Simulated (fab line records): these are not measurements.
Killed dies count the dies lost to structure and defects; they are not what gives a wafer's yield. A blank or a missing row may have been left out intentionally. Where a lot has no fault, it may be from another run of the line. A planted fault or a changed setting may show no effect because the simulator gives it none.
Which of the tools did it?    flow sky130    12 lots with 36 wafers sampled at 2 steps, on a route of 708 steps

== WHAT EACH GAUGE READ, for each wafer ==
SKY_SONOS_ONO_OVL_MEAS_14.
lot   measured      on          SONOS_ONO_OVL (nm)
L075  day 12 17:46  overlay-02  -0.8 1.1 1.0
L077  day 13 16:31  overlay-02  -0.8 -0.3 -1.7
L079  day 14 10:19  overlay-01  0.7 0.9 -0.6
L081  day 15 04:23  overlay-01  1.3 0.1 -0.8
L083  day 15 12:07  overlay-01  -0.8 -0.2 -0.6
L085  day 16 13:19  overlay-02  -1.6 1.4 1.8
L087  day 17 07:55  overlay-02  -0.5 0.5 -0.1
L089  day 17 20:58  overlay-01  0.1 0.2 1.9
L092  day 19 07:11  overlay-02  -0.7 0.1 -0.6
L093  day 19 10:08  overlay-02  -0.5 0.7 0.2
L095  day 20 02:52  overlay-02  -1.3 0.2 -0.1
L097  day 20 12:43  overlay-02  2.3 -0.6 0.7

== WHAT TOOL EACH LOT RAN ON (gives the tool, then ch and the chambers of the sampled wafers, and finally the start) ==
lot   SKY_FIELD_ISO_ETCH_17
L075  rie-si-01 ch 0,1, day 2 09:18
L077  rie-si-02 ch 2,3, day 2 22:42
L079  rie-si-01 ch 0,1,2, day 3 09:36
L081  rie-si-02 ch 0,3, day 3 19:40
L083  rie-si-01 ch 0,3, day 4 03:23
L085  rie-si-02 ch 0,1,2, day 4 14:34
L087  rie-si-01 ch 1,2,3, day 5 02:01
L089  rie-si-02 ch 0,1, day 5 10:23
L092  rie-si-01 ch 0,1,3, day 6 10:44
L093  rie-si-01 ch 0,3, day 6 11:04
L095  rie-si-02 ch 0,1,3, day 6 20:59
L097  rie-si-01 ch 0,2,3, day 7 06:25
- SKY_FIELD_ISO_ETCH_17: etches Si in HBr/Cl2/O2, target depth 342 nm, time 97.7 s.

== THE ANSWER, worked out from the rows above alone ==
Rule: what is usual is taken from the lots themselves. The widest of any qualifying gaps counts: lots, ordered by their means at a reading, are off when they make up no more than a third of the lots, leave a main group of 4 or more, and stand apart from it by 3 or more times the standard deviation of that group's means. If all means in a main group match to the digits the tables above print for the reading, that group is not used. A lot without any number at a reading at which 4 lots or more have one is off too. The other lots that the step has rows for count as sound.
No lot is off at any reading shown: from this, nothing can be told.

== WHAT THE SIMULATOR PUT IN ==
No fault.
